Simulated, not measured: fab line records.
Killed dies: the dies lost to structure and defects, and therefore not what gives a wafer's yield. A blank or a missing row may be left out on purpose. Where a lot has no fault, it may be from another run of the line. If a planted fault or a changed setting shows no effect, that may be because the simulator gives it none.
fab line records	flow gf180mcu
record: lots: 6	wafers: 18	last_day: 34
route steps=602 shown V1@361 M2@362
lots that met no fault: taken from a fault-free run of the same line
start_h: the number of hours between the record's first day and the start of the first shown wafer of the lot	wait_h: how many hours have passed since the lot's step before this one	" unchanged from the row above	L1.1+2: a row that stands for several wafers	- no value, or no start given	* or withheld: withheld	< > ~ a bound
route shown NAME@n: a module of which the file shows steps, and the number in the route of the first	usual: mean/standard deviation taken from wafers without a fault	same: alike in all rows	chamber/n: place in a boat	sites: each site's reading	_std_site: their standard deviation	_edge_site: outer sites' mean less inner sites'	radius_mm: for every site, how far away it sits from the centre of the wafer	mask NAME#n: copy n	behind: the tool/chamber that last shaped the wafer	hold: why the lot went on hold/how many hours it stayed there/how the hold came to an end	device: names the non-switching transistor (n, p or np)	end of line: at the end of the route, the tests of the same wafers	where a step has no rows: the recipe by itself	killed: dies that structure and defects cost at the first sort, which is not the same as the wafer's yield	map: per-die view of a wafer (x killed, . not killed, _ where there is no die)
set.NAME: setting as actually run; set.NAME@STEP: the setting as run at that earlier step	model.NAME: the simulator's own value behind a step, which no gauge read
lots at some steps of the route; a table a step, a row a wafer
services: when a tool's chamber went out of use (start_h, in hours from the record's first day, below 0 if earlier), for how many hours, and the reason
== steps ==
step: GF_V1_CMP_26
recipe: stop_on: SiO2	down_force_psi: 3.5	platen_rpm: 60	t_overpolish_s: 15	target_thk_nm: 0	pad_velocity_m_s: 0.94248
usual: edge_zone_pressure_frac: 1.000/0.0051	motor_current_A: 11.1/0.96	overpolish_run_s: 15.001/0.0097	platen_rpm: 60.00/0.039	time_to_endpoint_s: 85.4/2.4
lot.wafer	tool	chamber	start_h	wait_h	edge_zone_pressure_frac	motor_current_A	overpolish_run_s	platen_rpm	time_to_endpoint_s
L605.1	cmp-01	1	478.84	0.1	1.003	11.4	14.991	60.00	84.7
L605.4	"	2	"	"	0.999	12.5	14.996	60.04	83.0
L605.5	"	0	"	"	1.008	10.7	14.981	60.03	89.2
L609.4	cmp-02	0	523.30	0.0	0.997	10.5	15.000	59.93	82.4
L609.3	"	1	"	"	1.004	9.8	15.018	59.98	81.2
L609.6	"	0	"	"	0.994	10.5	14.993	59.91	79.8
L613.3	cmp-02	3	555.03	0.0	1.005	13.1	15.005	60.01	83.2
L613.2	"	2	"	"	0.998	11.3	14.995	60.01	86.2
L613.6	"	0	"	"	1.004	10.3	15.019	60.00	89.3
L614.4	cmp-02	2	557.13	0.0	1.004	10.9	15.004	60.03	87.4
L614.5	"	2	"	"	1.007	11.2	15.016	60.02	86.4
L614.6	"	3	"	"	1.002	12.5	15.005	59.97	81.3
L619.3	cmp-02	2	607.79	0.0	1.000	11.2	14.986	59.96	83.6
L619.6	"	2	"	"	1.001	11.1	14.974	59.95	84.5
L619.5	"	3	"	"	1.003	12.6	15.010	59.95	88.2
L620.2	cmp-01	2	620.01	0.1	0.992	12.5	14.986	60.06	83.2
L620.5	"	1	"	"	0.994	11.7	14.997	60.00	83.8
L620.6	"	2	"	"	0.996	12.6	15.015	59.97	85.5
step: GF_M2_SPUTTER_00
recipe: material: Ti	target_thk_nm: 37.5	arriving_ion_energy_ev: 80	substrate_temp_c: 200	chamber_pressure_pa: 2	power_w: 4000	time_s: 150
usual: throttle_valve_pct: 30.2/1.4
lot.wafer	tool	chamber	start_h	wait_h	throttle_valve_pct
L605.1	pvd_sputter-02	-	479.04	0.1	31.2
L605.4	"	-	"	"	32.8
L605.5	"	-	"	"	31.1
L609.3	pvd_sputter-04	-	523.60	0.2	28.8
L609.4	"	-	"	"	28.9
L609.6	"	-	"	"	28.6
L613.2	pvd_sputter-04	-	555.33	0.1	29.7
L613.3	"	-	"	"	28.6
L613.6	"	-	"	"	28.7
L614.4	pvd_sputter-03	-	557.43	0.2	31.8
L614.5	"	-	"	"	29.4
L614.6	"	-	"	"	31.4
L619.3	pvd_sputter-03	-	608.09	0.2	31.5
L619.5	"	-	"	"	29.4
L619.6	"	-	"	"	31.5
L620.2	pvd_sputter-03	-	620.26	0.2	31.5
L620.5	"	-	"	"	28.3
L620.6	"	-	"	"	31.9
step: GF_M2_SPUTTER_01
recipe: material: TiN	target_thk_nm: 30	power_w: 6500	time_s: 25	chamber_pressure_pa: 0.4
usual: throttle_valve_pct: 30.2/1.4
lot.wafer	tool	chamber	start_h	wait_h	throttle_valve_pct
L605.1	pvd_sputter-02	-	479.14	0.1	31.3
L605.4	"	-	"	"	33.1
L605.5	"	-	"	"	31.2
L609.3	pvd_sputter-04	-	523.70	0.1	28.6
L609.4	"	-	"	"	29.0
L609.6	"	-	"	"	28.8
L613.2	pvd_sputter-04	-	555.43	0.1	29.5
L613.3	"	-	"	"	28.7
L613.6	"	-	"	"	28.7
L614.4	pvd_sputter-03	-	557.53	0.1	31.6
L614.5	"	-	"	"	29.5
L614.6	"	-	"	"	31.2
L619.3	pvd_sputter-03	-	608.19	0.1	31.8
L619.5	"	-	"	"	29.4
L619.6	"	-	"	"	31.4
L620.2	pvd_sputter-03	-	620.36	0.1	31.3
L620.5	"	-	"	"	28.4
L620.6	"	-	"	"	31.5
step: GF_M2_SPUTTER_02
recipe: material: AlCu	target_thk_nm: 450	power_w: 10600	time_s: 23.9	chamber_pressure_pa: 0.4
step: GF_M2_SPUTTER_03
recipe: material: Ti	target_thk_nm: 10	substrate_temp_c: 300	chamber_pressure_pa: 0.3	power_w: 3000	time_s: 6.7
usual: throttle_valve_pct: 30.2/1.4
lot.wafer	tool	chamber	start_h	wait_h	throttle_valve_pct
L605.1	pvd_sputter-02	-	479.20	0.0	31.2
L605.4	"	-	"	"	32.9
L605.5	"	-	"	"	31.5
L609.3	pvd_sputter-04	-	523.76	0.0	28.8
L609.4	"	-	"	"	28.7
L609.6	"	-	"	"	28.6
L613.2	pvd_sputter-04	-	555.49	0.0	29.4
L613.3	"	-	"	"	28.8
L613.6	"	-	"	"	28.7
L614.4	pvd_sputter-03	-	557.59	0.0	31.8
L614.5	"	-	"	"	29.6
L614.6	"	-	"	"	31.4
L619.3	pvd_sputter-03	-	608.25	0.0	31.4
L619.5	"	-	"	"	29.5
L619.6	"	-	"	"	31.6
L620.2	pvd_sputter-03	-	620.42	0.0	31.7
L620.5	"	-	"	"	28.3
L620.6	"	-	"	"	31.4
step: GF_M2_SPUTTER_04
recipe: material: TiN	target_thk_nm: 50	power_w: 6500	time_s: 41.7	chamber_pressure_pa: 0.4
usual: throttle_valve_pct: 30.2/1.4
lot.wafer	tool	chamber	start_h	wait_h	throttle_valve_pct
L605.1	pvd_sputter-02	-	479.22	0.0	31.4
L605.4	"	-	"	"	33.0
L605.5	"	-	"	"	31.3
L609.3	pvd_sputter-04	-	523.78	0.0	28.7
L609.4	"	-	"	"	28.4
L609.6	"	-	"	"	28.9
L613.2	pvd_sputter-04	-	555.51	0.0	29.6
L613.3	"	-	"	"	28.7
L613.6	"	-	"	"	28.6
L614.4	pvd_sputter-03	-	557.62	0.0	31.2
L614.5	"	-	"	"	29.5
L614.6	"	-	"	"	31.4
L619.3	pvd_sputter-03	-	608.27	0.0	31.6
L619.5	"	-	"	"	29.5
L619.6	"	-	"	"	31.7
L620.2	pvd_sputter-03	-	620.44	0.0	31.8
L620.5	"	-	"	"	28.2
L620.6	"	-	"	"	31.6
step: GF_M2_RS_MEAS_05
recipe: thk_meas_gauge: four-point-probe	reads: TiN_of_M2_SPUTTER_04+Ti_of_M2_SPUTTER_03+AlCu_of_M2_SPUTTER_02+TiN_of_M2_SPUTTER_01+Ti_of_M2_SPUTTER_00
usual: M2_ALCU_RS: 0.0694/0.00061
lot.wafer	tool	chamber	start_h	wait_h	M2_ALCU_RS[ohm/sq]
L605.1	film_metro-01	-	479.26	0.0	0.0695
L605.4	"	-	"	"	0.0694
L605.5	"	-	"	"	0.0695
L609.3	film_metro-01	-	523.86	0.1	0.0690
L609.4	"	-	"	"	0.0688
L609.6	"	-	"	"	0.0692
L613.2	film_metro-01	-	555.57	0.0	0.0685
L613.3	"	-	"	"	0.0696
L613.6	"	-	"	"	0.0694
L614.4	film_metro-01	-	557.71	0.1	0.0690
L614.5	"	-	"	"	0.0690
L614.6	"	-	"	"	0.0694
L619.3	film_metro-04	-	608.35	0.1	0.0690
L619.5	"	-	"	"	0.0690
L619.6	"	-	"	"	0.0687
L620.2	film_metro-01	-	620.50	0.0	0.0692
L620.5	"	-	"	"	0.0697
L620.6	"	-	"	"	0.0692
step: GF_M2_THK_MEAS_06
recipe: thk_meas_gauge: xrf	reads: AlCu_of_M2_SPUTTER_02
usual: M2_ALCU_THK: 448/4.5
lot.wafer	tool	chamber	start_h	wait_h	M2_ALCU_THK[nm]
L605.1	film_metro-01	-	479.38	0.1	448
L605.4	"	-	"	"	446
L605.5	"	-	"	"	443
L609.3	film_metro-01	-	523.96	0.1	452
L609.4	"	-	"	"	455
L609.6	"	-	"	"	450
L613.2	film_metro-01	-	555.68	0.1	452
L613.3	"	-	"	"	449
L613.6	"	-	"	"	448
L614.4	film_metro-01	-	557.80	0.1	450
L614.5	"	-	"	"	452
L614.6	"	-	"	"	449
L619.3	film_metro-04	-	608.45	0.1	454
L619.5	"	-	"	"	450
L619.6	"	-	"	"	453
L620.2	film_metro-01	-	620.61	0.1	443
L620.5	"	-	"	"	441
L620.6	"	-	"	"	443
step: GF_M2_DEHYDRATE_07
recipe: temp_c: 200	time_s: 60
step: GF_M2_HMDS_08
recipe: prime_time_s: 60	prime_temp_c: 120
step: GF_M2_COAT_09
recipe: resist: KrF	spin_rpm: withheld	resist_thk_nm: 1000
step: GF_M2_SOFTBAKE_10
recipe: temp_c: 130	time_s: 60	resist: KrF
step: GF_M2_EXPOSE_11
recipe: mask_id: Metal2	target_cd_nm: 280	na: 0.68	source_shape: conventional	sigma_outer: 0.6	dose_mj: 28
usual: exposure_dose_mJ_cm2: 27.996/0.03	focus_offset_nm: 0.0/0.58	stage_vel_mm_s: 499.98/0.26
lot.wafer	tool	chamber	start_h	wait_h	mask	exposure_dose_mJ_cm2	focus_offset_nm	stage_vel_mm_s
L605.1	krf_scanner-01	0	491.68	-	Metal2#0	28.034	-0.6	500.06
L605.4	"	0	"	"	Metal2#0	27.991	-0.4	499.90
L605.5	"	0	"	"	Metal2#0	27.983	-0.2	499.76
L609.3	krf_scanner-02	0	535.59	-	Metal2#0	28.041	0.1	499.73
L609.4	"	0	"	"	Metal2#0	28.029	0.1	499.88
L609.6	"	0	"	"	Metal2#0	28.004	0.2	500.05
L613.2	krf_scanner-01	-	566.81	-	Metal2#0	-	-	-
L613.3	"	-	"	"	Metal2#0	-	-	-
L613.6	"	-	"	"	Metal2#0	-	-	-
L614.4	krf_scanner-02	-	568.70	-	Metal2#0	-	-	-
L614.5	"	-	"	"	Metal2#0	-	-	-
L614.6	"	-	"	"	Metal2#0	-	-	-
L619.3	krf_scanner-01	0	618.99	-	Metal2#0	28.020	1.4	500.14
L619.5	"	0	"	"	Metal2#0	28.043	0.8	500.06
L619.6	"	0	"	"	Metal2#0	28.016	1.1	499.82
L620.2	krf_scanner-02	0	630.81	-	Metal2#0	28.017	-0.3	500.21
L620.5	"	0	"	"	Metal2#0	28.020	0.3	500.03
L620.6	"	0	"	"	Metal2#0	27.934	0.7	500.49
step: GF_M2_PEB_12
recipe: peb_temp_c: 135	peb_time_s: 90	resist: KrF
== services ==
tool	chamber	start_h	hours	kind
krf_scanner-01	-	461.59	0.8	pm
cmp-01	-	463.01	1.2	repair
krf_scanner-02	-	472.01	1.3	pm
krf_scanner-01	-	480.35	5.0	repair
cmp-01	-	485.88	2.4	repair
krf_scanner-01	-	493.85	0.2	repair
cmp-02	-	496.89	4.7	pm
krf_scanner-01	-	524.93	1.3	pm
pvd_sputter-04	-	535.79	6.6	repair
krf_scanner-02	-	550.03	0.8	pm
cmp-01	-	550.93	0.3	repair
krf_scanner-02	-	554.25	0.4	repair
cmp-01	-	572.23	4.0	pm
cmp-01	-	576.23	-	consumable_replace:conditioner
cmp-01	-	576.23	-	consumable_replace:pad
pvd_sputter-03	-	583.97	1.8	repair
krf_scanner-02	-	586.41	4.0	pm
cmp-01	-	597.24	4.9	repair
krf_scanner-02	-	612.53	1.0	pm
krf_scanner-01	-	621.25	1.0	pm
krf_scanner-01	-	630.39	0.8	pm
== key ==
first_sign: step: GF_M2_EXPOSE_11	reading: tool_record	direction: missing
effect none on later readings
met_at GF_M2_EXPOSE_11
struck_wafers L613.2,L613.3,L613.6,L614.4,L614.5,L614.6
later_rows_left_out L613.2,L613.3,L613.6,L614.4,L614.5,L614.6
sort_left_out L613.2,L613.3,L613.6,L614.4,L614.5,L614.6
onset_between 535.59 566.81
fault: kind: skipped_step_whole	tool: krf_scanner-01,krf_scanner-02	chamber: -	onset_h: 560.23	steps: GF_M2_EXPOSE_11	scope: struck_lots_only
sort_left_out: the simulated sort isn't trusted on such a fault, so these wafers' sort isn't shown, and their yield isn't known
later_rows_left_out: the simulator's readings of these wafers behind a module that went badly wrong aren't trusted and aren't shown, but for the sort
